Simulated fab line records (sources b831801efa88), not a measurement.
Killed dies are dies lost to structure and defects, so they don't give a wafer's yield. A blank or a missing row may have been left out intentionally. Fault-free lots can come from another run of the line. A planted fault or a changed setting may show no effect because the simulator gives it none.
fab line records ; flow sky130 ; part 2 of 2: steps 29 to 41 of 41
record lots=5; wafers=15; last-day=50
route steps=708 shown VIA1@460 METAL2@483
lots with no fault: from the same line, run without faults
start-h: start of the lot's first displayed wafer, in hours after the record's first day ; wait-h: hours from the lot's prior step to this one ; " same as the row above ; L1.1+2: several wafers, shown together as one row ; - no value present, or no start provided ; * or withheld: withheld ; < > ~ a bound
route shown NAME@n: a module of which the file shows steps, and the number in the route of the first ; usual: the fault-free wafers' mean and standard deviation ; same: alike in all rows ; chamber/n: place in a boat ; sites: readings site by site ; _std_site: their standard deviation ; _edge_site: the outer-site mean with the inner-site mean subtracted ; radius-mm: for every site, how far away it sits from the centre of the wafer ; mask NAME#n: copy n ; behind: the last tool/chamber to shape the wafer ; hold: the reason the lot was held/the length of the hold in hours/how it ended ; device: transistor that didn't switch, given as n, p or np ; end of line: tests run on the same wafers once the route is complete ; a step without rows: its recipe alone ; killed: at the first sort, the dies lost to defects and structure; wafer yield is something else ; map: per-die view of a wafer (x killed, . not killed, _ where there is no die)
set.NAME: the run value of the setting; set.NAME@STEP: its run value at that earlier step ; model.NAME: the simulator's own value behind a step, which no gauge read
certain route steps with their lots: each step a table, each wafer a row
services: from which hour (start-h, from the record's first day; less than 0 if before it) a tool's chamber was out of use, for how many hours, and why
## steps
# step SKY_METAL2_RS_MEAS_05
# recipe thk-meas-gauge=four-point-probe; reads=TiN_of_METAL2_SPUTTER_04+Ti_of_METAL2_SPUTTER_03+AlCu_of_METAL2_SPUTTER_02+TiN_of_METAL2_SPUTTER_01+Ti_of_METAL2_SPUTTER_00
# usual METAL2_ALCU_RS=0.1269/0.0013
lot.wafer;tool;chamber;start-h;wait-h;METAL2_ALCU_RS[ohm/sq]
L074.1;film-metro-04;-;796.85;0.0;0.1287
L074.2;film-metro-04;-;796.85;0.0;0.1273
L074.6;film-metro-04;-;796.85;0.0;0.1276
L076.1;film-metro-04;-;822.69;0.0;0.1256
L076.4;film-metro-04;-;822.69;0.0;0.1264
L076.6;film-metro-04;-;822.69;0.0;0.1269
L085.1;film-metro-02;-;891.10;0.0;0.1272
L085.4;film-metro-02;-;891.10;0.0;0.1263
L085.6;film-metro-02;-;891.10;0.0;0.1274
L089.4;film-metro-02;-;920.19;0.1;0.1283
L089.5;film-metro-02;-;920.19;0.1;0.1267
L089.6;film-metro-02;-;920.19;0.1;0.1287
L093.1;film-metro-04;-;945.63;0.0;0.1262
L093.2;film-metro-04;-;945.63;0.0;0.1266
L093.4;film-metro-04;-;945.63;0.0;0.1277
# step SKY_METAL2_THK_MEAS_06
# recipe thk-meas-gauge=xrf; reads=AlCu_of_METAL2_SPUTTER_02
# usual METAL2_ALCU_THK=246.4/2.8
lot.wafer;tool;chamber;start-h;wait-h;METAL2_ALCU_THK[nm]
L074.1;film-metro-04;-;796.97;0.1;241.5
L074.2;film-metro-04;-;796.97;0.1;245.6
L074.6;film-metro-04;-;796.97;0.1;243.7
L076.1;film-metro-04;-;822.81;0.1;247.5
L076.4;film-metro-04;-;822.81;0.1;246.0
L076.6;film-metro-04;-;822.81;0.1;245.8
L085.1;film-metro-02;-;891.22;0.1;249.7
L085.4;film-metro-02;-;891.22;0.1;250.5
L085.6;film-metro-02;-;891.22;0.1;249.9
L089.4;film-metro-02;-;920.28;0.1;246.3
L089.5;film-metro-02;-;920.28;0.1;249.1
L089.6;film-metro-02;-;920.28;0.1;246.1
L093.1;film-metro-04;-;945.75;0.1;246.4
L093.2;film-metro-04;-;945.75;0.1;245.0
L093.4;film-metro-04;-;945.75;0.1;243.5
# step SKY_METAL2_DEHYDRATE_07
# recipe temp-c=200; time-s=60
lot.wafer;tool;chamber;start-h;wait-h
L074.1+2+6;litho-track-02;0;809.84;12.9
L076.1+4+6;litho-track-04;0;835.34;12.5
L085.1+4+6;litho-track-02;0;903.24;12.0
L089.4+5+6;litho-track-03;0;932.24;12.0
L093.1+2+4;litho-track-02;0;956.84;11.1
# step SKY_METAL2_HMDS_08
# recipe prime-time-s=60; prime-temp-c=120
# usual prime-temp-c=120.00/0.13
lot.wafer;tool;chamber;start-h;wait-h;prime-temp-c
L074.1;litho-track-02;0;809.99;0.1;119.83
L074.2;litho-track-02;0;809.99;0.1;119.79
L074.6;litho-track-02;0;809.99;0.1;120.08
L076.1;litho-track-04;0;835.49;0.1;119.81
L076.4;litho-track-04;0;835.49;0.1;119.90
L076.6;litho-track-04;0;835.49;0.1;119.90
L085.1;litho-track-02;0;903.39;0.1;119.90
L085.4;litho-track-02;0;903.39;0.1;120.04
L085.6;litho-track-02;0;903.39;0.1;120.11
L089.4;litho-track-03;0;932.39;0.1;119.99
L089.5;litho-track-03;0;932.39;0.1;119.88
L089.6;litho-track-03;0;932.39;0.1;119.76
L093.1;litho-track-02;0;956.99;0.1;120.12
L093.2;litho-track-02;0;956.99;0.1;120.09
L093.4;litho-track-02;0;956.99;0.1;120.01
# step SKY_METAL2_COAT_09
# recipe resist=BARC; temp-c=withheld; time-s=withheld; spin-rpm=3000; resist-thk-nm=60
lot.wafer;tool;chamber;start-h;wait-h
L074.1+2+6;litho-track-02;0;810.14;0.1
L076.1+4+6;litho-track-04;0;835.64;0.1
L085.1+4+6;litho-track-02;0;903.54;0.1
L089.4+5+6;litho-track-03;0;932.54;0.1
L093.1+2+4;litho-track-02;0;957.14;0.1
# step SKY_METAL2_COAT_10
# recipe resist=KrF-thick; spin-rpm=3000; resist-thk-nm=450
lot.wafer;tool;chamber;start-h;wait-h
L074.1+2+6;litho-track-02;0;-;-
L076.1+4+6;litho-track-04;0;-;-
L085.1+4+6;litho-track-02;0;-;-
L089.4+5+6;litho-track-03;0;-;-
L093.1+2+4;litho-track-02;0;-;-
# step SKY_METAL2_SOFTBAKE_11
# recipe temp-c=100; time-s=90; resist=KrF-thick
lot.wafer;tool;chamber;start-h;wait-h
L074.1+2+6;litho-track-02;0;-;-
L076.1+4+6;litho-track-04;0;-;-
L085.1+4+6;litho-track-02;0;-;-
L089.4+5+6;litho-track-03;0;-;-
L093.1+2+4;litho-track-02;0;-;-
# step SKY_METAL2_EXPOSE_12
# recipe mask-id=MM2; na=0.8; source-shape=annular; sigma-inner=0.55; sigma-outer=0.85; target-cd-nm=140; dose-mj=28
lot.wafer;tool;chamber;start-h;wait-h;mask
L074.1+2+6;krf-scanner-02;0;-;-;MM2#0
L076.1+4+6;krf-scanner-01;0;-;-;MM2#0
L085.1+4+6;krf-scanner-01;0;-;-;MM2#0
L089.4+5+6;krf-scanner-01;0;-;-;MM2#0
L093.1+2+4;krf-scanner-02;0;-;-;MM2#0
# step SKY_METAL2_PEB_13
# recipe peb-temp-c=withheld; peb-time-s=withheld; resist=KrF-thick
lot.wafer;tool;chamber;start-h;wait-h
L074.1+2+6;litho-track-03;0;-;-
L076.1+4+6;litho-track-02;0;-;-
L085.1+4+6;litho-track-02;0;-;-
L089.4+5+6;litho-track-03;0;-;-
L093.1+2+4;litho-track-03;0;-;-
# step SKY_METAL2_DEVELOP_14
# recipe develop-time-s=60; resist=KrF-thick; dev-temp-c=21
lot.wafer;tool;chamber;start-h;wait-h
L074.1+2+6;litho-track-03;0;-;-
L076.1+4+6;litho-track-02;0;-;-
L085.1+4+6;litho-track-02;0;-;-
L089.4+5+6;litho-track-03;0;-;-
L093.1+2+4;litho-track-03;0;-;-
# step SKY_METAL2_CD_MEAS_15
# recipe target-cd-nm=140
# usual cd-nm=140.4/1.4
lot.wafer;tool;chamber;start-h;wait-h;cd-nm
L074.1;cd-sem-01;-;823.32;-;141.2
L074.2;cd-sem-01;-;823.32;-;142.8
L074.6;cd-sem-01;-;823.32;-;141.5
L076.1;cd-sem-02;-;848.84;-;140.9
L076.4;cd-sem-02;-;848.84;-;140.4
L076.6;cd-sem-02;-;848.84;-;140.0
L085.1;cd-sem-02;-;916.24;-;142.5
L085.4;cd-sem-02;-;916.24;-;143.1
L085.6;cd-sem-02;-;916.24;-;142.5
L089.4;cd-sem-02;-;944.73;-;142.4
L089.5;cd-sem-02;-;944.73;-;140.7
L089.6;cd-sem-02;-;944.73;-;142.1
L093.1;cd-sem-02;-;969.72;-;141.4
L093.2;cd-sem-02;-;969.72;-;139.6
L093.4;cd-sem-02;-;969.72;-;140.8
# step SKY_METAL2_OVL_MEAS_16
# usual METAL2_OVL=1/5.8
lot.wafer;tool;chamber;start-h;wait-h;METAL2_OVL[nm]
L074.1;overlay-02;-;823.44;0.1;6
L074.2;overlay-02;-;823.44;0.1;8
L074.6;overlay-02;-;823.44;0.1;7
L076.1;overlay-01;-;848.96;0.1;-5
L076.4;overlay-01;-;848.96;0.1;-8
L076.6;overlay-01;-;848.96;0.1;-8
L085.1;overlay-02;-;916.36;0.1;9
L085.4;overlay-02;-;916.36;0.1;1
L085.6;overlay-02;-;916.36;0.1;2
L089.4;overlay-02;-;944.81;0.1;5
L089.5;overlay-02;-;944.81;0.1;2
L089.6;overlay-02;-;944.81;0.1;8
L093.1;overlay-02;-;969.84;0.1;0
L093.2;overlay-02;-;969.84;0.1;-3
L093.4;overlay-02;-;969.84;0.1;0
# step SKY_METAL2_DESCUM_17
# recipe chemistry=O2; source-power-w=150; bias-power-w=0; pressure-mtorr=10; temp-c=40; time-s=8
# usual drypump-motor-current-A=5.8/0.32; he-backside-leak-sccm=3.4/0.3; oes-product-au=1.001/0.0097
lot.wafer;tool;chamber;start-h;wait-h;drypump-motor-current-A;he-backside-leak-sccm;oes-product-au;rf-hours-counter-h
L074.1;rie-metal-04;1;823.47;0.0;5.3;3.5;0.993;9
L074.2;rie-metal-04;0;823.47;0.0;6.1;3.4;1.005;1
L074.6;rie-metal-04;0;823.47;0.0;6.1;3.4;1.005;-
L076.1;rie-metal-04;0;848.99;0.0;6.1;3.4;1.016;2
L076.4;rie-metal-04;1;848.99;0.0;5.3;3.5;0.998;-
L076.6;rie-metal-04;0;848.99;0.0;6.1;3.4;1.005;-
L085.1;rie-metal-03;0;916.40;0.0;5.5;3.2;0.999;17
L085.4;rie-metal-03;0;916.40;0.0;5.5;3.0;0.985;-
L085.6;rie-metal-03;0;916.40;0.0;5.5;3.1;1.005;-
L089.4;rie-metal-03;0;944.83;0.0;5.5;3.2;0.996;-
L089.5;rie-metal-03;0;944.83;0.0;5.5;3.2;0.988;-
L089.6;rie-metal-03;1;944.83;0.0;5.9;3.5;1.010;-
L093.1;rie-metal-04;0;969.87;0.0;6.1;3.4;0.990;8
L093.2;rie-metal-04;1;969.87;0.0;5.3;3.5;0.975;15
L093.4;rie-metal-04;0;969.87;0.0;6.1;3.5;1.003;-
## services
tool;chamber;start-h;hours;kind
krf-scanner-02;-;749.61;3.0;repair
cmp-01;-;753.75;0.5;repair
cmp-01;-;754.23;2.7;repair
rie-diel-01;0;756.11;9.3;repair
rie-diel-01;3;756.96;1.9;repair
krf-scanner-01;-;758.15;1.0;pm
krf-scanner-01;-;774.41;0.6;repair
cmp-02;-;777.26;5.2;pm
rie-diel-01;-;786.51;1.4;repair
krf-scanner-02;-;791.61;1.0;pm
cmp-02;-;809.74;2.5;repair
rie-diel-01;3;814.84;3.9;repair
pvd-sputter-02;-;820.47;1.4;repair
krf-scanner-02;-;830.84;1.3;pm
krf-scanner-02;-;832.14;4.4;pm
rie-diel-01;3;834.20;5.4;repair
cmp-01;-;843.77;1.6;repair
rie-diel-01;1;852.89;9.3;repair
pvd-sputter-03;-;869.41;4.9;repair
rie-diel-01;0;909.25;10.0;repair
rie-diel-01;2;915.13;7.6;repair
pvd-sputter-02;-;919.42;3.8;repair
pvd-sputter-04;-;944.69;2.5;repair
rie-diel-01;-;945.82;2.8;pm
